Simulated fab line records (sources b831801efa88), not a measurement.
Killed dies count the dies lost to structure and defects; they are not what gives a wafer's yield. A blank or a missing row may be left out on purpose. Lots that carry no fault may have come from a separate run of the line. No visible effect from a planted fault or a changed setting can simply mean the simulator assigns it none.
Lot-split experiment ; flow gf180mcu ; 23 wafers read across 5 lots, on a route 602 steps long

THE SPLIT
At GF_MVPSD_STRIP_10 (strips in O2/N2), the setting pressure_mtorr was moved away from the recipe's 1500 mTorr on 15 of the 23 wafers read, by -10.1% to +13.6%. For the rest of the wafers, this setting stayed at what the recipe calls for.

The split's own step is where the reading is taken.

THE READING
oes_product_au, in a.u., at GF_MVPSD_STRIP_10 (strips in O2/N2). Typical for fault-free wafers on this fab line: 0.723 a.u., with standard deviation 0.0041 a.u.

wafer;tool, chamber at the split;pressure_mtorr as run, mTorr;against the recipe;oes_product_au, a.u.;against lot-mates on the recipe
L074.1;plasma_asher-02, 0;1404;-6.4%;0.725;no lot-mate on the recipe
L074.3;plasma_asher-02, 0;1404;-6.4%;0.709;no lot-mate on the recipe
L074.4;plasma_asher-02, 1;1404;-6.4%;0.709;no lot-mate on the recipe
L074.5;plasma_asher-02, 1;1404;-6.4%;0.708;no lot-mate on the recipe
L074.6;plasma_asher-02, 0;1404;-6.4%;0.714;no lot-mate on the recipe
L076.1;plasma_asher-03, 1;1500;recipe;0.720;-
L076.2;plasma_asher-03, 0;1500;recipe;0.728;-
L076.3;plasma_asher-03, 0;1500;recipe;0.716;-
L076.5;plasma_asher-03, 0;1500;recipe;0.723;-
L076.6;plasma_asher-03, 1;1500;recipe;0.723;-
L078.1;plasma_asher-01, 0;1348;-10.1%;0.709;no lot-mate on the recipe
L078.2;plasma_asher-01, 1;1348;-10.1%;0.708;no lot-mate on the recipe
L078.3;plasma_asher-01, 0;1348;-10.1%;0.709;no lot-mate on the recipe
L078.4;plasma_asher-01, 1;1348;-10.1%;0.704;no lot-mate on the recipe
L078.5;plasma_asher-01, 0;1348;-10.1%;0.700;no lot-mate on the recipe
L083.1;plasma_asher-01, 0;1704;+13.6%;0.733;no lot-mate on the recipe
L083.2;plasma_asher-01, 1;1704;+13.6%;0.738;no lot-mate on the recipe
L083.3;plasma_asher-01, 1;1704;+13.6%;0.735;no lot-mate on the recipe
L083.4;plasma_asher-01, 0;1704;+13.6%;0.740;no lot-mate on the recipe
L083.6;plasma_asher-01, 0;1704;+13.6%;0.741;no lot-mate on the recipe
L084.1;plasma_asher-03, 0;1500;recipe;0.725;-
L084.4;plasma_asher-03, 0;1500;recipe;0.720;-
L084.6;plasma_asher-03, 0;1500;recipe;0.719;-

THE FIT
A straight line over all 23 wafers: oes_product_au changes by +0.00129 a.u. for each +1% of pressure_mtorr; r = +0.93; the points scatter about the line by 0.0046 a.u.
Too few moved wafers with a lot-mate on the recipe to fit a line net of each lot's own level.
Tool readings at the split's step, against how far the setting was moved: oes_product_au r = +0.93; strip_time_to_endpoint_s r = -1.00.

THE WHOLE CHAIN: every reading that the file lists as answering this split, in the file's order
step;what it does;reading;change (the file's fit);r (the file's)
GF_MVPSD_STRIP_10;strips in O2/N2;oes_product_au;+0.00129 a.u. for each +1% of the setting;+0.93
GF_MVPSD_STRIP_10;strips in O2/N2;strip_time_to_endpoint_s;withheld for each +1% of the setting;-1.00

THE FILE'S OWN FIT
oes_product_au changes by +0.00129 a.u. for each +1% of pressure_mtorr, r = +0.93.
